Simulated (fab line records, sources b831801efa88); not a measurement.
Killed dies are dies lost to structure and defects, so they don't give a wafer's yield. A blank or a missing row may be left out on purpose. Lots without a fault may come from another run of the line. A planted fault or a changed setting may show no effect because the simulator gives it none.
Which tool did it? | flow sky130 | 14 lots, 42 wafers sampled, at 5 steps of a route of 708

WHAT THE GAUGES READ, wafer by wafer
SKY_FIELD_ISO_THK_MEAS_23. Usual: FIELD_ISO_OXIDATION_01_THK 9.92 nm, standard deviation 0.18.
lot  | measured    | on            | FIELD_ISO_OXIDATION_01_THK (nm) | flag
L598 | day 2 09:38 | film_metro-04 | 9.69 9.89 9.96                  |
L599 | day 2 13:50 | film_metro-04 | 10.24 10.29 10.34               |
L601 | day 2 23:19 | film_metro-04 | 10.22 10.08 10.26               |
L602 | day 3 04:32 | film_metro-04 | 10.16 10.09 10.18               |
L603 | day 3 09:49 | film_metro-04 | 10.04 9.98 9.80                 |
L604 | day 3 15:20 | film_metro-02 | 9.93 10.06 10.03                |
L605 | day 3 17:58 | film_metro-02 | 9.84 9.74 9.81                  |
L612 | day 5 08:01 | film_metro-04 | 10.08 9.96 10.01                |
L613 | day 5 14:43 | film_metro-02 | 9.82 9.72 9.74                  |
L615 | day 6 02:47 | film_metro-02 | 9.81 9.76 9.74                  |
L617 | day 6 10:00 | film_metro-04 | 9.96 9.86 9.72                  |
L618 | day 6 18:12 | film_metro-04 | 9.92 9.90 10.00                 |
L620 | day 7 04:38 | film_metro-04 | 9.51 9.67 9.68                  |
L621 | day 7 08:41 | film_metro-02 | 9.62 9.67 9.73                  |

SKY_CONTACT_THK_MEAS_03. Usual: CONTACT_HDPCVD_THK 563 nm, standard deviation 6.3.
lot  | measured     | on            | CONTACT_HDPCVD_THK (nm) | flag
L598 | day 29 21:16 | film_metro-04 | 554 567 550             |
L599 | day 30 11:23 | film_metro-03 | 576 564 568             |
L601 | day 31 02:56 | film_metro-04 | 561 565 565             |
L602 | day 31 07:14 | film_metro-02 | 552 552 562             |
L603 | day 31 16:58 | film_metro-04 | 571 565 560             |
L604 | day 33 16:26 | film_metro-04 | 568 564 575             |
L605 | day 33 17:43 | film_metro-02 | 564 565 560             |
L612 | day 34 14:43 | film_metro-04 | 320 571 325 319 571 325 | OFF
L613 | day 35 04:04 | film_metro-02 | 560 314 558 560 314 558 | OFF
L615 | day 37 09:40 | film_metro-04 | 549 567 562             |
L617 | day 37 15:01 | film_metro-04 | 556 563 565             |
L618 | day 37 11:31 | film_metro-04 | 555 559 571             |
L620 | day 37 15:37 | film_metro-04 | 567 572 565             |
L621 | day 37 16:26 | film_metro-04 | 558 549 558             |

WHICH TOOL RAN EACH LOT (tool, then ch and the chambers of the sampled wafers, then the start)
lot  | SKY_FIELD_ISO_ETCH_17           | SKY_FIELD_ISO_CMP_27         | SKY_CONTACT_HDPCVD_02
L598 | rie_si-02 ch 0,2,3, day 2 06:00 | cmp-02 ch 1,2,3, day 2 12:29 | hdpcvd-01 ch 0,2, day 29 21:11
L599 | rie_si-01 ch 1,2,3, day 2 12:19 | cmp-02 ch 1,3, day 2 15:34   | hdpcvd-02 ch 1,2, day 30 11:19
L601 | rie_si-01 ch 0,1,2, day 2 21:19 | cmp-01 ch 0,1,2, day 3 02:00 | hdpcvd-01 ch 0,2, day 31 02:52
L602 | rie_si-02 ch 0,1,3, day 3 02:28 | cmp-01 ch 2,3, day 3 06:47   | hdpcvd-02 ch 0,1,2, day 31 07:10
L603 | rie_si-02 ch 1,3, day 3 07:34   | cmp-01 ch 0,2, day 3 13:29   | hdpcvd-02 ch 1,2, day 31 16:53
L604 | rie_si-02 ch 1,2,3, day 3 12:55 | cmp-01 ch 0,2,3, day 3 17:24 | hdpcvd-02 ch 0,1,2, day 33 16:22
L605 | rie_si-01 ch 0,1, day 3 16:22   | cmp-02 ch 1,2, day 3 20:11   | hdpcvd-02 ch 0,1,2, day 33 17:39
L612 | rie_si-02 ch 0,3, day 5 04:19   | cmp-02 ch 0,1,3, day 5 09:48 | hdpcvd-02 ch 0,1, day 34 14:38
L613 | rie_si-01 ch 0,1, day 5 13:12   | cmp-02 ch 2,3, day 5 19:53   | hdpcvd-02 ch 0,1,2, day 35 04:00
L615 | rie_si-01 ch 0,1,3, day 5 21:42 | cmp-01 ch 0,2,3, day 6 07:20 | hdpcvd-02 ch 0,2, day 37 09:36
L617 | rie_si-02 ch 0,1,2, day 6 07:13 | cmp-01 ch 0,2,3, day 6 12:50 | hdpcvd-01 ch 1,2, day 37 14:56
L618 | rie_si-02 ch 0,1,3, day 6 15:10 | cmp-02 ch 0,2, day 6 20:02   | hdpcvd-02 ch 0,1,2, day 37 11:26
L620 | rie_si-01 ch 0,2,3, day 7 01:25 | cmp-01 ch 1,2,3, day 7 07:31 | hdpcvd-02 ch 0,1, day 37 15:32
L621 | rie_si-02 ch 1,2,3, day 7 06:22 | cmp-01 ch 1,2,3, day 7 11:38 | hdpcvd-02 ch 0,1,2, day 37 16:22
- SKY_FIELD_ISO_ETCH_17: etches Si in HBr/Cl2/O2, target depth 342 nm, time 97.7 s.
- SKY_FIELD_ISO_CMP_27: polishes, stops on Si3N4, t overpolish 16 s, target thk 457.8 nm.
- SKY_CONTACT_HDPCVD_02: deposits SiO2, target thk 565 nm, time 94.2 s.

WHAT THE TOOLS THEMSELVES READ (means of the sampled wafers that have a number; where no wafer has one, the mark that the record gives instead)
SKY_FIELD_ISO_ETCH_17. Usual: O2_flow_sccm 6.000 sccm, standard deviation 0.019; drypump_motor_current_A 5.98 A, standard deviation 0.17; he_backside_leak_sccm 2.76 sccm, standard deviation 0.27; mfc_cl2_sccm 39.99 sccm, standard deviation 0.12; oes_product_au 0.999 a.u., standard deviation 0.013; throttle_valve_pct 25.655 %, standard deviation 0.013.
lot  | tool      | O2_flow_sccm (sccm) | drypump_motor_current_A (A) | he_backside_leak_sccm (sccm) | mfc_cl2_sccm (sccm) | oes_product_au (a.u.) | throttle_valve_pct (%) | flag
L598 | rie_si-02 | 6.002               | 5.88                        | 2.70                         | 40.02               | 0.998                 | 25.652                 |
L599 | rie_si-01 | 6.002               | 5.99                        | 2.78                         | 39.90               | 1.004                 | 25.656                 |
L601 | rie_si-01 | 5.985               | 6.03                        | 2.76                         | 40.04               | 0.991                 | 25.663                 |
L602 | rie_si-02 | 5.985               | 5.96                        | 2.74                         | 40.03               | 0.991                 | 25.665                 |
L603 | rie_si-02 | 6.004               | 5.93                        | 2.66                         | 40.10               | 0.992                 | 25.668                 |
L604 | rie_si-02 | 6.002               | 5.84                        | 2.62                         | 40.04               | 0.995                 | 25.650                 |
L605 | rie_si-01 | 6.020               | 6.20                        | 2.78                         | 40.00               | 0.982                 | 25.656                 |
L612 | rie_si-02 | 5.995               | 5.96                        | 2.80                         | 40.07               | 1.006                 | 25.657                 |
L613 | rie_si-01 | 6.008               | 6.18                        | 2.56                         | 39.99               | 0.986                 | 25.666                 |
L615 | rie_si-01 | 5.988               | 6.11                        | 2.70                         | 39.97               | 0.999                 | 25.670                 |
L617 | rie_si-02 | 6.001               | 5.85                        | 2.73                         | 39.99               | 1.006                 | 25.654                 |
L618 | rie_si-02 | 5.997               | 5.93                        | 2.79                         | 39.96               | 1.006                 | 25.656                 |
L620 | rie_si-01 | 6.007               | 5.96                        | 2.87                         | 40.04               | 1.003                 | 25.657                 |
L621 | rie_si-02 | 6.013               | 5.85                        | 3.13                         | 39.91               | 0.997                 | 25.658                 |

SKY_FIELD_ISO_CMP_27. Usual: edge_zone_pressure_frac 1.001, standard deviation 0.0052; head_pressure_psi 3.999 psi, standard deviation 0.0086; motor_current_A 12.1 A, standard deviation 1.1; overpolish_run_s 16.000 s, standard deviation 0.0096; time_to_endpoint_s 110 s, standard deviation 6.6.
lot  | tool   | edge_zone_pressure_frac | head_pressure_psi (psi) | motor_current_A (A) | overpolish_run_s (s) | time_to_endpoint_s (s) | flag
L598 | cmp-02 | 1.000                   | 4.001                   | 11.0                | 16.001               | 102                    |
L599 | cmp-02 | 0.999                   | 4.003                   | 10.9                | 16.001               | 102                    |
L601 | cmp-01 | 1.004                   | 4.004                   | 12.5                | 15.999               | 111                    |
L602 | cmp-01 | 0.997                   | 4.009                   | 12.9                | 16.007               | 114                    |
L603 | cmp-01 | 1.003                   | 4.003                   | 12.3                | 16.003               | 115                    |
L604 | cmp-01 | 1.002                   | 3.996                   | 12.7                | 15.995               | 113                    |
L605 | cmp-02 | 1.007                   | 3.998                   | 11.1                | 15.996               | 108                    |
L612 | cmp-02 | 0.996                   | 3.993                   | 11.1                | 16.001               | 110                    |
L613 | cmp-02 | 0.996                   | 4.004                   | 10.5                | 15.997               | 102                    |
L615 | cmp-01 | 0.998                   | 4.005                   | 13.1                | 15.999               | 114                    |
L617 | cmp-01 | 1.000                   | 3.989                   | 13.1                | 15.988               | 117                    |
L618 | cmp-02 | 1.001                   | 4.003                   | 12.2                | 16.003               | 105                    |
L620 | cmp-01 | 0.999                   | 3.994                   | 12.7                | 16.004               | 110                    |
L621 | cmp-01 | 1.001                   | 3.996                   | 12.7                | 15.992               | 108                    |

THE ANSWER, worked out from the rows above alone
Rule: a lot is off if the mean of its wafers that have a number lies more than 3 standard deviations from the usual mean. A lot without any number at a reading at which 4 lots or more have one is off too. The other lots that the step has rows for count as sound. The gauges are gone through in route order, then the tools' own readings, and for those a lot's mean is taken as printed above. The first step at which some lot is off is used, and at that step the reading that is off furthest; a lot without a number counts as furthest.
Off: L612, L613, at SKY_CONTACT_THK_MEAS_03 (CONTACT_HDPCVD_THK).
A tool fits if, at a process step before that reading, it ran every lot that is off, and no sound lot after the first of them. The gauges at SKY_CONTACT_THK_MEAS_03 are tried like those tools. None of those tried fits.

WHAT THE SIMULATOR HAD PUT IN
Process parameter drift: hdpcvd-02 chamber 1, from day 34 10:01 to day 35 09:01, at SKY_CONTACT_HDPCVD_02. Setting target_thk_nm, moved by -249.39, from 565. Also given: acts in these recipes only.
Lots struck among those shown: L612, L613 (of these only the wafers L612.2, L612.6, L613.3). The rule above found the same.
